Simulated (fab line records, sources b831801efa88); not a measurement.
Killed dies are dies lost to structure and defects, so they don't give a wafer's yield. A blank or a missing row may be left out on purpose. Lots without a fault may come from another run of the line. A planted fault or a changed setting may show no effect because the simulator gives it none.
fab line records | flow sky130
record lots=5 wafers=15 last_day=49
route steps=708 shown POLY_GATE@221 LDD_N@237 LDD_P@255
lots that met no fault: from a run of the same line without faults
start_h: hours from the record's first day to the start of the lot's first wafer shown | wait_h: hours since the lot's step before | " the same as in the row above | L1.1+2: a row that stands for several wafers | - no value, or no start given | * or withheld: withheld | < > ~ a bound
route shown NAME@n: a module of which the file shows steps, and the number in the route of the first | usual: mean/standard deviation of fault-free wafers | same: alike in all rows | chamber/n: place in a boat | sites: the reading at each site | _std_site: their standard deviation | _edge_site: outer sites' mean less inner sites' | radius_mm: how far each site lies from the wafer's centre | mask NAME#n: copy n | behind: the tool/chamber that last shaped the wafer | hold: why the lot was held/for how many hours/how that ended | device: the transistor (n, p or np) that didn't switch | end of line: the same wafers' tests at the end of the route | a step without rows: its recipe alone | killed: dies lost to structure and defects at the first sort, not the wafer's yield | map: a wafer's dies, x killed, . not, _ none there
set.NAME: the setting as run; set.NAME@STEP: as run at that earlier step | model.NAME: the simulator's own value behind a step, which no gauge read
lots at some steps of the route; a table a step, a row a wafer
services: from which hour (start_h, from the record's first day; less than 0 if before it) a tool's chamber was out of use, for how many hours, and why
## steps
# step SKY_POLY_GATE_COAT_07
# recipe resist=BARC temp_c=withheld time_s=withheld spin_rpm=3000 resist_thk_nm=110
# columns lot.wafer tool chamber start_h wait_h
L083.2+3+4 litho_track-02 0 441.59 0.1
L084.3+5+6 litho_track-04 0 443.22 0.1
L087.2+4+5 litho_track-02 0 463.39 0.1
L089.1+4+6 litho_track-04 0 484.87 0.1
L090.2+3+4 litho_track-02 0 492.59 0.1
# step SKY_POLY_GATE_COAT_08
# recipe resist=KrF-thick spin_rpm=3000 resist_thk_nm=450
# columns lot.wafer tool chamber start_h wait_h
L083.2+3+4 litho_track-02 0 - -
L084.3+5+6 litho_track-04 0 - -
L087.2+4+5 litho_track-02 0 - -
L089.1+4+6 litho_track-04 0 - -
L090.2+3+4 litho_track-02 0 - -
# step SKY_POLY_GATE_SOFTBAKE_09
# recipe temp_c=100 time_s=90 resist=KrF-thick
# columns lot.wafer tool chamber start_h wait_h
L083.2+3+4 litho_track-02 0 - -
L084.3+5+6 litho_track-04 0 - -
L087.2+4+5 litho_track-02 0 - -
L089.1+4+6 litho_track-04 0 - -
L090.2+3+4 litho_track-02 0 - -
# step SKY_POLY_GATE_EXPOSE_10
# recipe mask_id=P1M na=0.68 source_shape=conventional sigma_outer=0.6 target_cd_nm=150 dose_mj=28
# usual exposure_dose_mJ_cm2=27.97/0.032
# columns lot.wafer tool chamber start_h wait_h mask exposure_dose_mJ_cm2
L083.2 krf_scanner-02 0 - - P1M#0 27.97
L083.3 " 0 " " P1M#0 27.98
L083.4 " 0 " " P1M#0 27.99
L084.3 krf_scanner-01 0 - - P1M#0 27.94
L084.5 " 0 " " P1M#0 27.95
L084.6 " 0 " " P1M#0 27.98
L087.2 krf_scanner-01 0 - - P1M#0 28.02
L087.4 " 0 " " P1M#0 27.97
L087.5 " 0 " " P1M#0 27.95
L089.1 krf_scanner-02 0 - - P1M#0 27.94
L089.4 " 0 " " P1M#0 27.99
L089.6 " 0 " " P1M#0 27.97
L090.2 krf_scanner-01 0 - - P1M#0 27.97
L090.3 " 0 " " P1M#0 27.95
L090.4 " 0 " " P1M#0 27.92
# step SKY_POLY_GATE_PEB_11
# recipe peb_temp_c=withheld peb_time_s=withheld resist=KrF-thick
# columns lot.wafer tool chamber start_h wait_h
L083.2+3+4 litho_track-02 0 - -
L084.3+5+6 litho_track-04 0 - -
L087.2+4+5 litho_track-02 0 - -
L089.1+4+6 litho_track-04 0 - -
L090.2+3+4 litho_track-04 0 - -
# step SKY_POLY_GATE_DEVELOP_12
# recipe develop_time_s=60 resist=KrF-thick dev_temp_c=21
# same develop_time_s=60
# columns lot.wafer tool chamber start_h wait_h
L083.2+3+4 litho_track-02 0 - -
L084.3+5+6 litho_track-04 0 - -
L087.2+4+5 litho_track-02 0 - -
L089.1+4+6 litho_track-04 0 - -
L090.2+3+4 litho_track-04 0 - -
# step SKY_POLY_GATE_CD_MEAS_13
# recipe target_cd_nm=150
# usual cd_nm=150.2/1.5
# columns lot.wafer tool chamber start_h wait_h cd_nm
L083.2 cd_sem-02 - 457.28 - 148.2
L083.3 " - " " 148.7
L083.4 " - " " 149.6
L084.3 cd_sem-01 - 458.96 - 149.8
L084.5 " - " " 150.6
L084.6 " - " " 149.5
L087.2 cd_sem-01 - 479.38 - 151.8
L087.4 " - " " 153.3
L087.5 " - " " 152.3
L089.1 cd_sem-01 - 501.12 - 150.4
L089.4 " - " " 152.5
L089.6 " - " " 149.3
L090.2 cd_sem-01 - 508.09 - 150.3
L090.3 " - " " 150.0
L090.4 " - " " 149.5
# step SKY_POLY_GATE_OVL_MEAS_14
# usual POLY_GATE_OVL=-1/5.2
# columns lot.wafer tool chamber start_h wait_h POLY_GATE_OVL[nm]
L083.2 overlay-01 - 457.39 0.1 -4
L083.3 " - " " 0
L083.4 " - " " -3
L084.3 overlay-01 - 459.05 0.1 3
L084.5 " - " " 1
L084.6 " - " " 5
L087.2 overlay-02 - 479.49 0.1 -4
L087.4 " - " " -2
L087.5 " - " " -1
L089.1 overlay-02 - 501.24 0.1 -14
L089.4 " - " " 3
L089.6 " - " " -4
L090.2 overlay-01 - 508.20 0.1 0
L090.3 " - " " -2
L090.4 " - " " -4
# step SKY_POLY_GATE_ETCH_15
# recipe chemistry=N2/H2 target=BARC ion_energy_ev=194.3 source_w=500 bias_w=100 pressure_mtorr=30 n2_flow_sccm=100 h2_flow_sccm=200 stop_on=SiO2 time_s=118.5 target_depth_a=1100
# usual bias_w=99.97/0.28 drypump_motor_current_A=5.7/0.4 oes_product_au=0.716/0.0048 throttle_valve_pct=13.212/0.0098
# columns lot.wafer tool chamber start_h wait_h bias_w drypump_motor_current_A oes_product_au rf_hours_counter_h throttle_valve_pct
L083.2 rie_diel-01 1 457.42 0.0 99.91 5.4 0.715 2 13.215
L083.3 " 2 " " 99.59 5.4 0.712 0 13.202
L083.4 " 0 " " 99.92 6.1 0.710 7 13.218
L084.3 rie_diel-02 3 459.08 0.0 100.07 5.0 0.722 8 13.198
L084.5 " 1 " " 99.96 6.5 0.715 - 13.212
L084.6 " 2 " " 99.85 5.7 0.717 - 13.200
L087.2 rie_diel-01 1 479.52 0.0 100.19 5.4 0.699 2 13.221
L087.4 " 2 " " 99.98 5.4 0.719 1 13.239
L087.5 " 3 " " 99.51 5.4 0.710 - 13.219
L089.1 rie_diel-04 2 501.28 0.0 100.35 5.7 0.716 75 13.219
L089.4 " 3 " " 100.10 6.5 0.711 1 13.219
L089.6 " 2 " " 100.26 5.6 0.709 - 13.205
L090.2 rie_diel-01 3 508.23 0.0 99.61 5.4 0.721 1 13.212
L090.3 " 1 " " 99.44 5.4 0.714 2 13.221
L090.4 " 2 " " 100.11 5.4 0.719 1 13.210
# step SKY_POLY_GATE_ETCH_16
# recipe stop_on=poly-Si chemistry=CH3F/O2 target=Si3N4 source_w=400 bias_w=80 pressure_mtorr=25 ch3f_flow_sccm=40 O2_flow_sccm=30 time_s=147.5 target_depth_a=750
# usual bias_w=80.00/0.23 drypump_motor_current_A=5.7/0.4 oes_product_au=0.640/0.0051 throttle_valve_pct=10.535/0.0089
# columns lot.wafer tool chamber start_h wait_h bias_w drypump_motor_current_A oes_product_au rf_hours_counter_h throttle_valve_pct
L083.2 rie_diel-01 1 457.50 0.0 79.75 5.4 0.638 2 10.535
L083.3 " 2 " " 79.93 5.4 0.631 0 10.548
L083.4 " 0 " " 80.01 6.0 0.638 7 10.539
L084.3 rie_diel-02 3 459.16 0.0 79.97 5.0 0.634 8 10.541
L084.5 " 1 " " 80.04 6.5 0.639 - 10.536
L084.6 " 2 " " 80.47 5.6 0.637 - 10.539
L087.2 rie_diel-01 1 479.60 0.0 79.97 5.4 0.645 2 10.519
L087.4 " 2 " " 79.87 5.4 0.650 1 10.532
L087.5 " 3 " " 80.25 5.3 0.639 - 10.539
L089.1 rie_diel-04 2 501.36 0.0 79.63 5.6 0.646 75 10.546
L089.4 " 3 " " 80.16 6.5 0.646 1 10.542
L089.6 " 2 " " 79.88 5.6 0.645 - 10.539
L090.2 rie_diel-01 3 508.31 0.0 79.95 5.3 0.641 1 10.530
L090.3 " 1 " " 79.57 5.4 0.638 3 10.516
L090.4 " 2 " " 80.07 5.3 0.646 1 10.561
# step SKY_POLY_GATE_ETCH_17
# recipe target_depth_nm=180 stop_on=SiO2 over_etch_frac=0.56667 chemistry=HBr/Cl2 target=poly-Si icp_w=400 bias_w=100 pressure_mtorr=10 HBr_flow_sccm=150 Cl2_flow_sccm=50 time_s=70.5
# usual bias_w=99.99/0.29 drypump_motor_current_A=5.43/0.12 he_backside_leak_sccm=2.62/0.2 oes_product_au=0.984/0.0082 throttle_valve_pct=33.684/0.0097
# columns lot.wafer tool chamber start_h wait_h bias_w drypump_motor_current_A he_backside_leak_sccm oes_product_au rf_hours_counter_h throttle_valve_pct
L083.2 rie_si-02 1 457.60 0.0 100.37 5.53 2.57 0.995 50 33.685
L083.3 " 2 " " 99.65 5.48 2.89 1.002 2 33.686
L083.4 " 0 " " 99.88 5.43 2.78 0.983 3 33.680
L084.3 rie_si-01 1 459.26 0.0 99.74 5.36 2.41 0.973 1 33.696
L084.5 " 3 " " 100.15 5.65 2.69 0.982 - 33.687
L084.6 " 2 " " 99.65 5.43 2.55 0.975 - 33.678
L087.2 rie_si-02 1 479.70 0.0 100.30 5.53 2.70 0.975 50 33.674
L087.4 " 2 " " 100.03 5.50 2.79 0.982 2 33.680
L087.5 " 1 " " 100.12 5.52 2.63 0.972 - 33.683
L089.1 rie_si-02 0 501.46 0.0 99.76 5.41 2.66 0.984 3 33.674
L089.4 " 3 " " 99.89 5.29 2.64 0.990 32 33.682
L089.6 " 1 " " 100.18 5.53 2.61 0.978 - 33.666
L090.2 rie_si-01 3 508.41 0.0 100.15 5.62 2.62 0.988 0 33.704
L090.3 " 0 " " 99.72 5.25 2.64 0.993 1 33.693
L090.4 " 2 " " 99.40 5.41 2.47 0.996 - 33.679
# step SKY_POLY_GATE_STRIP_18
# recipe chemistry=O2/N2 power_w=1400 pressure_mtorr=1500 platen_temp_c=withheld o2_flow_sccm=3000 n2_flow_sccm=300 overash_fraction=0.5
# usual drypump_motor_current_A=5.8/0.59 o2_flow_sccm=3000/9 oes_product_au=0.362/0.005 strip_time_to_endpoint_s=3.18/0.04
# columns lot.wafer tool chamber start_h wait_h drypump_motor_current_A o2_flow_sccm oes_product_au rf_hours_counter_h strip_time_to_endpoint_s
L083.2 plasma_asher-04 1 457.66 0.0 6.6 3001 0.366 3 3.21
L083.3 " 1 " " 6.6 2980 0.357 - 3.18
L083.4 " 0 " " 6.4 3002 0.362 - 3.17
L084.3 plasma_asher-01 1 459.35 0.1 5.3 2999 0.361 - 3.21
L084.5 " 0 " " 6.3 3016 0.363 - 3.13
L084.6 " 1 " " 5.3 2988 0.354 - 3.14
L087.2 plasma_asher-02 0 479.76 0.0 5.0 2985 0.362 69 3.24
L087.4 " 1 " " 5.6 3007 0.362 - 3.20
L087.5 " 0 " " 5.0 2988 0.361 - 3.19
L089.1 plasma_asher-01 0 501.51 0.0 6.3 3010 0.363 79 3.19
L089.4 " 1 " " 5.3 2991 0.356 - 3.20
L089.6 " 0 " " 6.3 3015 0.367 - 3.18
L090.2 plasma_asher-01 0 508.46 0.0 6.3 2991 0.352 80 3.12
L090.3 " 1 " " 5.3 3022 0.360 - 3.23
L090.4 " 0 " " 6.3 3002 0.363 - 3.18
# step SKY_POLY_GATE_CLEAN_19
# recipe chemistry=SC1/SC2 mix=1:4:20 temp_c=70 time_s=150 dry=n2_spin
# columns lot.wafer tool chamber start_h wait_h
L083.2+3+4 wet_bench-04 3 457.76 0.1
L084.3+5+6 wet_bench-04 0 459.41 0.0
L087.2+4+5 wet_bench-04 0 479.86 0.1
L089.1+4+6 wet_bench-04 2 501.61 0.1
L090.2+3+4 wet_bench-02 3 508.56 0.1
# step SKY_POLY_GATE_OXIDATION_20
# recipe temp_c=850 ambient=O2 stabilise_s=600 purge_s=300 target_thk_a=40 ox_time_s=899
# usual zone_power_lower_pct=16.5/1.3 zone_power_top_pct=30.9/0.59
# columns lot.wafer tool chamber start_h wait_h zone_power_lower_pct zone_power_top_pct
L083.2 furnace-01 0 457.81 0.0 18.0 31.7
L083.3 " 0 " " 17.9 31.8
L083.4 " 0 " " 17.8 31.6
L084.3 furnace-02 0 459.46 0.0 15.2 30.0
L084.5 " 0 " " 15.4 30.5
L084.6 " 0 " " 15.6 30.4
L087.2 furnace-01 0 479.91 0.0 17.9 32.0
L087.4 " 0 " " 17.9 31.6
L087.5 " 0 " " 18.0 31.4
L089.1 furnace-01 0 502.25 0.6 18.3 32.0
L089.4 " 0 " " 18.1 31.2
L089.6 " 0 " " 17.9 32.1
L090.2 furnace-01 0 508.61 0.0 17.7 31.6
L090.3 " 0 " " 17.9 31.7
L090.4 " 0 " " 17.9 31.5
# step SKY_POLY_GATE_THK_MEAS_21
# recipe reads=SiO2_of_POLY_GATE_OXIDATION_20
# usual POLY_GATE_OXIDATION_THK=3.98/0.086
# columns lot.wafer tool chamber start_h wait_h POLY_GATE_OXIDATION_THK[nm]
L083.2 film_metro-02 - 459.07 0.0 4.01
L083.3 " - " " 3.92
L083.4 " - " " 4.04
L084.3 film_metro-02 - 460.73 0.0 4.02
L084.5 " - " " 3.94
L084.6 " - " " 3.86
L087.2 film_metro-03 - 481.17 0.0 3.91
L087.4 " - " " 3.91
L087.5 " - " " 3.84
L089.1 film_metro-01 - 503.50 0.0 3.88
L089.4 " - " " 3.94
L089.6 " - " " 3.88
L090.2 film_metro-01 - 509.87 0.0 3.91
L090.3 " - " " 3.91
L090.4 " - " " 3.95
# step SKY_POLY_GATE_CD_MEAS_22
# usual cd_nm=150.4/2.5
# columns lot.wafer tool chamber start_h wait_h cd_nm
L083.2 cd_sem-02 - 459.15 0.1 150.0
L083.3 " - " " 148.6
L083.4 " - " " 152.3
L084.3 cd_sem-01 - 460.83 0.1 150.7
L084.5 " - " " 147.9
L084.6 " - " " 150.1
L087.2 cd_sem-01 - 481.24 0.1 151.4
L087.4 " - " " 152.1
L087.5 " - " " 151.7
L089.1 cd_sem-02 - 503.56 0.1 150.2
L089.4 " - " " 153.5
L089.6 " - " " 149.6
L090.2 cd_sem-01 - 509.95 0.1 147.8
L090.3 " - " " 152.6
L090.4 " - " " 148.3
# step SKY_LDD_N_DEHYDRATE_00
# recipe temp_c=200 time_s=60
# columns lot.wafer tool chamber start_h wait_h
L083.2+3+4 litho_track-03 0 474.65 15.5
L084.3+5+6 litho_track-01 0 475.60 14.7
L087.2+4+5 litho_track-04 0 496.40 15.1
L089.1+4+6 litho_track-04 0 517.67 14.1
L090.2+3+4 litho_track-01 0 524.78 14.8
# step SKY_LDD_N_HMDS_01
# recipe prime_time_s=60 prime_temp_c=120
# columns lot.wafer tool chamber start_h wait_h
L083.2+3+4 litho_track-03 0 474.80 0.1
L084.3+5+6 litho_track-01 0 475.75 0.1
L087.2+4+5 litho_track-04 0 496.55 0.1
L089.1+4+6 litho_track-04 0 517.82 0.1
L090.2+3+4 litho_track-01 0 524.93 0.1
# step SKY_LDD_N_COAT_02
# recipe resist=NOVOLAK spin_rpm=3000 resist_thk_nm=300
# columns lot.wafer tool chamber start_h wait_h
L083.2+3+4 litho_track-03 0 474.95 0.1
L084.3+5+6 litho_track-01 0 475.90 0.1
L087.2+4+5 litho_track-04 0 496.70 0.1
L089.1+4+6 litho_track-04 0 517.97 0.1
L090.2+3+4 litho_track-01 0 525.08 0.1
# step SKY_LDD_N_SOFTBAKE_03
# recipe temp_c=90 time_s=60 resist=NOVOLAK
# columns lot.wafer tool chamber start_h wait_h
L083.2+3+4 litho_track-03 0 475.10 0.1
L084.3+5+6 litho_track-01 0 476.05 0.1
L087.2+4+5 litho_track-04 0 496.85 0.1
L089.1+4+6 litho_track-04 0 518.12 0.1
L090.2+3+4 litho_track-01 0 525.23 0.1
# step SKY_LDD_N_EXPOSE_04
# recipe mask_id=NTM target_cd_nm=840 na=0.6 source_shape=conventional sigma_outer=0.6 dose_mj=110
# usual exposure_dose_mJ_cm2=110.00/0.11
# columns lot.wafer tool chamber start_h wait_h mask exposure_dose_mJ_cm2
L083.2 iline_stepper-01 0 - - NTM#0 109.93
L083.3 " 0 " " NTM#0 109.85
L083.4 " 0 " " NTM#0 110.13
L084.3 iline_stepper-01 0 - - NTM#0 110.01
L084.5 " 0 " " NTM#0 109.97
L084.6 " 0 " " NTM#0 109.93
L087.2 iline_stepper-01 0 - - NTM#0 110.05
L087.4 " 0 " " NTM#0 110.25
L087.5 " 0 " " NTM#0 109.94
L089.1 iline_stepper-01 0 - - NTM#0 110.03
L089.4 " 0 " " NTM#0 110.01
L089.6 " 0 " " NTM#0 110.07
L090.2 iline_stepper-01 0 - - NTM#0 109.90
L090.3 " 0 " " NTM#0 110.04
L090.4 " 0 " " NTM#0 109.77
# step SKY_LDD_N_PEB_05
# recipe temp_c=withheld time_s=* resist=NOVOLAK
# columns lot.wafer tool chamber start_h wait_h
L083.2+3+4 litho_track-03 0 - -
L084.3+5+6 litho_track-04 0 - -
L087.2+4+5 litho_track-04 0 - -
L089.1+4+6 litho_track-01 0 - -
L090.2+3+4 litho_track-03 0 - -
# step SKY_LDD_N_DEVELOP_06
# recipe develop_time_s=60 dev_temp_c=23
# same develop_time_s=60
# columns lot.wafer tool chamber start_h wait_h
L083.2+3+4 litho_track-03 0 489.60 0.1
L084.3+5+6 litho_track-04 0 490.87 0.1
L087.2+4+5 litho_track-04 0 511.60 0.1
L089.1+4+6 litho_track-01 0 534.10 0.1
L090.2+3+4 litho_track-03 0 540.00 0.1
# step SKY_LDD_N_OVL_MEAS_07
# usual LDD_N_OVL=0.8/1.1
# columns lot.wafer tool chamber start_h wait_h LDD_N_OVL[nm]
L083.2 overlay-02 - 489.74 0.1 1.3
L083.3 " - " " 1.1
L083.4 " - " " 0.1
L084.3 overlay-02 - 490.98 0.1 -0.9
L084.5 " - " " -0.4
L084.6 " - " " -0.7
L087.2 overlay-02 - 511.73 0.1 0.5
L087.4 " - " " 0.2
L087.5 " - " " 1.3
L089.1 overlay-02 - 534.25 0.1 -0.3
L089.4 " - " " 0.9
L089.6 " - " " 0.9
L090.2 overlay-01 - 540.14 0.1 0.5
L090.3 " - " " -1.8
L090.4 " - " " -1.1
# step SKY_LDD_N_IMPLANT_08
# recipe species=As energy_kev=20 dose_cm2=7.5e+13 tilt_deg=withheld rotation_deg=23
# usual beam_energy_keV=19.999/0.0064
# same implant_ion_amu=75
# columns lot.wafer tool chamber start_h wait_h beam_energy_keV
L083.2 implanter-02 0 489.79 0.0 19.995
L083.3 " 0 " " 20.005
L083.4 " 0 " " 19.986
L084.3 implanter-02 0 491.06 0.1 20.009
L084.5 " 0 " " 19.998
L084.6 " 0 " " 20.013
L087.2 implanter-02 0 511.78 0.0 20.004
L087.4 " 0 " " 20.006
L087.5 " 0 " " 19.993
L089.1 implanter-01 0 534.29 0.0 19.994
L089.4 " 0 " " 19.987
L089.6 " 0 " " 19.992
L090.2 implanter-02 0 540.19 0.0 19.995
L090.3 " 0 " " 20.002
L090.4 " 0 " " 19.992
# step SKY_LDD_N_IMPLANT_09
# recipe species=As energy_kev=20 dose_cm2=7.5e+13 tilt_deg=withheld rotation_deg=113
# usual beam_energy_keV=20.000/0.0061
# same implant_ion_amu=75
# columns lot.wafer tool chamber start_h wait_h beam_energy_keV
L083.2 implanter-02 0 489.94 0.1 20.006
L083.3 " 0 " " 19.998
L083.4 " 0 " " 19.997
L084.3 implanter-02 0 491.21 0.1 19.998
L084.5 " 0 " " 20.000
L084.6 " 0 " " 20.004
L087.2 implanter-02 0 511.93 0.1 19.988
L087.4 " 0 " " 19.993
L087.5 " 0 " " 19.990
L089.1 implanter-01 0 534.44 0.1 20.004
L089.4 " 0 " " 19.999
L089.6 " 0 " " 20.010
L090.2 implanter-02 0 540.34 0.1 20.004
L090.3 " 0 " " 20.001
L090.4 " 0 " " 19.993
# step SKY_LDD_N_IMPLANT_10
# recipe species=As energy_kev=20 dose_cm2=7.5e+13 tilt_deg=withheld rotation_deg=203
# usual beam_energy_keV=19.998/0.006
# same implant_ion_amu=75
# columns lot.wafer tool chamber start_h wait_h beam_energy_keV
L083.2 implanter-02 0 490.09 0.1 20.004
L083.3 " 0 " " 19.998
L083.4 " 0 " " 19.995
L084.3 implanter-02 0 491.36 0.1 20.002
L084.5 " 0 " " 20.008
L084.6 " 0 " " 20.001
L087.2 implanter-02 0 512.08 0.1 19.992
L087.4 " 0 " " 19.986
L087.5 " 0 " " 19.999
L089.1 implanter-01 0 534.59 0.1 19.988
L089.4 " 0 " " 19.999
L089.6 " 0 " " 20.008
L090.2 implanter-02 0 540.49 0.1 20.002
L090.3 " 0 " " 20.005
L090.4 " 0 " " 19.997
# step SKY_LDD_N_IMPLANT_11
# recipe species=As energy_kev=20 dose_cm2=7.5e+13 tilt_deg=withheld rotation_deg=293
# usual beam_energy_keV=19.999/0.0062
# same implant_ion_amu=75
# columns lot.wafer tool chamber start_h wait_h beam_energy_keV
L083.2 implanter-02 0 490.24 0.1 20.004
L083.3 " 0 " " 20.001
L083.4 " 0 " " 19.997
L084.3 implanter-02 0 491.51 0.1 19.999
L084.5 " 0 " " 19.992
L084.6 " 0 " " 19.997
L087.2 implanter-02 0 512.23 0.1 19.999
L087.4 " 0 " " 19.993
L087.5 " 0 " " 19.992
L089.1 implanter-01 0 534.74 0.1 20.002
L089.4 " 0 " " 19.996
L089.6 " 0 " " 19.992
L090.2 implanter-02 0 540.64 0.1 19.985
L090.3 " 0 " " 20.005
L090.4 " 0 " " 19.988
# step SKY_LDD_N_IMPLANT_12
# recipe species=BF2 energy_kev=50 dose_cm2=5e+12 tilt_deg=30 rotation_deg=0
# usual beam_energy_keV=49.999/0.016
# same implant_ion_amu=49
# columns lot.wafer tool chamber start_h wait_h beam_energy_keV
L083.2 implanter-02 0 490.39 0.1 50.014
L083.3 " 0 " " 49.999
L083.4 " 0 " " 49.996
L084.3 implanter-02 0 491.66 0.1 50.008
L084.5 " 0 " " 49.988
L084.6 " 0 " " 50.006
L087.2 implanter-02 0 512.38 0.1 50.000
L087.4 " 0 " " 49.986
L087.5 " 0 " " 49.998
L089.1 implanter-01 0 534.89 0.1 49.968
L089.4 " 0 " " 49.995
L089.6 " 0 " " 49.999
L090.2 implanter-02 0 540.79 0.1 50.022
L090.3 " 0 " " 50.013
L090.4 " 0 " " 49.972
# step SKY_LDD_N_IMPLANT_13
# recipe species=BF2 energy_kev=50 dose_cm2=5e+12 tilt_deg=30 rotation_deg=90
# usual beam_energy_keV=50.005/0.014
# same implant_ion_amu=49
# columns lot.wafer tool chamber start_h wait_h beam_energy_keV
L083.2 implanter-02 0 490.54 0.1 49.993
L083.3 " 0 " " 49.991
L083.4 " 0 " " 50.014
L084.3 implanter-02 0 491.81 0.1 50.015
L084.5 " 0 " " 49.994
L084.6 " 0 " " 50.021
L087.2 implanter-02 0 512.53 0.1 50.000
L087.4 " 0 " " 49.979
L087.5 " 0 " " 49.992
L089.1 implanter-01 0 535.04 0.1 50.014
L089.4 " 0 " " 50.009
L089.6 " 0 " " 50.021
L090.2 implanter-02 0 540.94 0.1 50.017
L090.3 " 0 " " 50.019
L090.4 " 0 " " 49.994
# step SKY_LDD_N_IMPLANT_14
# recipe species=BF2 energy_kev=50 dose_cm2=5e+12 tilt_deg=30 rotation_deg=180
# usual beam_energy_keV=50.000/0.016
# same implant_ion_amu=49
# columns lot.wafer tool chamber start_h wait_h beam_energy_keV
L083.2 implanter-02 0 490.69 0.1 49.999
L083.3 " 0 " " 49.992
L083.4 " 0 " " 50.022
L084.3 implanter-02 0 491.96 0.1 49.990
L084.5 " 0 " " 49.994
L084.6 " 0 " " 49.974
L087.2 implanter-02 0 512.68 0.1 49.995
L087.4 " 0 " " 50.016
L087.5 " 0 " " 50.000
L089.1 implanter-01 0 535.19 0.1 50.003
L089.4 " 0 " " 49.991
L089.6 " 0 " " 50.003
L090.2 implanter-02 0 541.09 0.1 49.999
L090.3 " 0 " " 50.026
L090.4 " 0 " " 50.020
# step SKY_LDD_N_IMPLANT_15
# recipe species=BF2 energy_kev=50 dose_cm2=5e+12 tilt_deg=30 rotation_deg=270
# usual beam_energy_keV=50.002/0.016
# same implant_ion_amu=49
# columns lot.wafer tool chamber start_h wait_h beam_energy_keV
L083.2 implanter-02 0 490.84 0.1 49.971
L083.3 " 0 " " 49.977
L083.4 " 0 " " 50.008
L084.3 implanter-02 0 492.11 0.1 49.987
L084.5 " 0 " " 50.010
L084.6 " 0 " " 49.984
L087.2 implanter-02 0 512.83 0.1 49.998
L087.4 " 0 " " 50.005
L087.5 " 0 " " 50.011
L089.1 implanter-01 0 535.34 0.1 49.979
L089.4 " 0 " " 49.983
L089.6 " 0 " " 49.995
L090.2 implanter-02 0 541.24 0.1 50.019
L090.3 " 0 " " 50.013
L090.4 " 0 " " 49.984
# step SKY_LDD_N_STRIP_16
# recipe chemistry=O2/N2 power_w=1400 pressure_mtorr=1500 platen_temp_c=withheld o2_flow_sccm=3000 n2_flow_sccm=300 overash_fraction=0.5
# usual drypump_motor_current_A=5.9/0.56 o2_flow_sccm=3000/9.1 oes_product_au=0.406/0.0047 strip_time_to_endpoint_s=4.313/0.015
# columns lot.wafer tool chamber start_h wait_h drypump_motor_current_A o2_flow_sccm oes_product_au rf_hours_counter_h strip_time_to_endpoint_s
L083.2 plasma_asher-02 0 490.97 0.1 5.0 2991 0.405 70 4.288
L083.3 " 0 " " 5.0 2994 0.410 - 4.273
L083.4 " 1 " " 5.6 2999 0.401 - 4.306
L084.3 plasma_asher-03 1 492.24 0.1 6.2 3015 0.404 - 4.308
L084.5 " 0 " " 6.0 3012 0.402 - 4.323
L084.6 " 1 " " 6.2 3010 0.407 - 4.307
L087.2 plasma_asher-02 0 512.96 0.1 5.0 3005 0.410 73 4.324
L087.4 " 1 " " 5.6 2998 0.405 - 4.316
L087.5 " 1 " " 5.6 3006 0.404 - 4.302
L089.1 plasma_asher-02 1 535.49 0.1 5.6 3002 0.410 75 4.315
L089.4 " 0 " " 5.0 3011 0.398 - 4.324
L089.6 " 0 " " 5.0 3014 0.406 - 4.329
L090.2 plasma_asher-02 1 541.37 0.1 5.6 2975 0.408 76 4.306
L090.3 " 1 " " 5.6 2987 0.406 - 4.304
L090.4 " 0 " " 5.0 3014 0.408 - 4.339
# step SKY_LDD_N_TW_MEAS_17
# usual LDD_N_TW=2577/21
# columns lot.wafer tool chamber start_h wait_h LDD_N_TW
L083.2 film_metro-01 - 491.08 0.1 2605
L083.3 " - " " 2596
L083.4 " - " " 2602
L084.3 film_metro-03 - 492.33 0.1 2594
L084.5 " - " " 2577
L084.6 " - " " 2587
L087.2 film_metro-03 - 513.07 0.1 2589
L087.4 " - " " 2587
L087.5 " - " " 2575
L089.1 film_metro-04 - 535.59 0.1 2551
L089.4 " - " " 2563
L089.6 " - " " 2554
L090.2 film_metro-01 - 541.48 0.1 2602
L090.3 " - " " 2603
L090.4 " - " " 2611
# step SKY_LDD_P_DEHYDRATE_00
# recipe temp_c=200 time_s=60
# columns lot.wafer tool chamber start_h wait_h
L083.2+3+4 litho_track-01 0 505.98 14.9
L084.3+5+6 litho_track-02 0 507.11 14.8
L087.2+4+5 litho_track-04 0 528.45 15.4
L089.1+4+6 litho_track-02 0 549.56 14.0
L090.2+3+4 litho_track-04 0 555.35 13.9
# step SKY_LDD_P_HMDS_01
# recipe prime_time_s=60.99 prime_temp_c=120
# columns lot.wafer tool chamber start_h wait_h
L083.2+3+4 litho_track-01 0 506.13 0.1
L084.3+5+6 litho_track-02 0 507.26 0.1
L087.2+4+5 litho_track-04 0 528.60 0.1
L089.1+4+6 litho_track-02 0 549.71 0.1
L090.2+3+4 litho_track-04 0 555.50 0.1
# step SKY_LDD_P_COAT_02
# recipe resist=NOVOLAK spin_rpm=3000 resist_thk_nm=1140
# columns lot.wafer tool chamber start_h wait_h
L083.2+3+4 litho_track-01 0 506.28 0.1
L084.3+5+6 litho_track-02 0 507.41 0.1
L087.2+4+5 litho_track-04 0 528.75 0.1
L089.1+4+6 litho_track-02 0 549.86 0.1
L090.2+3+4 litho_track-04 0 555.65 0.1
# step SKY_LDD_P_SOFTBAKE_03
# recipe temp_c=90 time_s=60 resist=NOVOLAK
# columns lot.wafer tool chamber start_h wait_h
L083.2+3+4 litho_track-01 0 506.43 0.1
L084.3+5+6 litho_track-02 0 507.56 0.1
L087.2+4+5 litho_track-04 0 528.90 0.1
L089.1+4+6 litho_track-02 0 550.01 0.1
L090.2+3+4 litho_track-04 0 555.80 0.1
## services
# columns tool chamber start_h hours kind
rie_si-01 1 417.90 6.1 repair
krf_scanner-01 - 417.91 0.8 pm
rie_diel-01 - 418.34 0.5 repair
rie_si-02 1 423.33 8.9 repair
rie_si-01 3 427.47 1.9 repair
krf_scanner-01 - 427.86 1.0 pm
iline_stepper-01 - 429.89 1.7 pm
krf_scanner-01 - 435.43 1.3 pm
krf_scanner-02 - 437.66 0.8 pm
rie_diel-04 2 440.59 5.9 repair
krf_scanner-02 - 443.21 1.5 repair
rie_diel-01 2 451.92 5.1 repair
rie_diel-02 0 455.13 3.2 repair
implanter-01 - 459.86 13.2 pm
rie_diel-04 0 460.67 3.2 repair
krf_scanner-02 - 464.82 1.3 pm
rie_diel-02 1 471.73 1.8 repair
krf_scanner-02 - 488.72 3.6 repair
krf_scanner-01 - 501.62 1.0 repair
furnace-01 - 514.43 28.9 repair
plasma_asher-02 - 519.95 1.2 repair
implanter-01 - 527.84 2.5 repair
furnace-01 - 546.81 4.2 pm
furnace-01 - 554.01 2.9 pm
## key
fault none
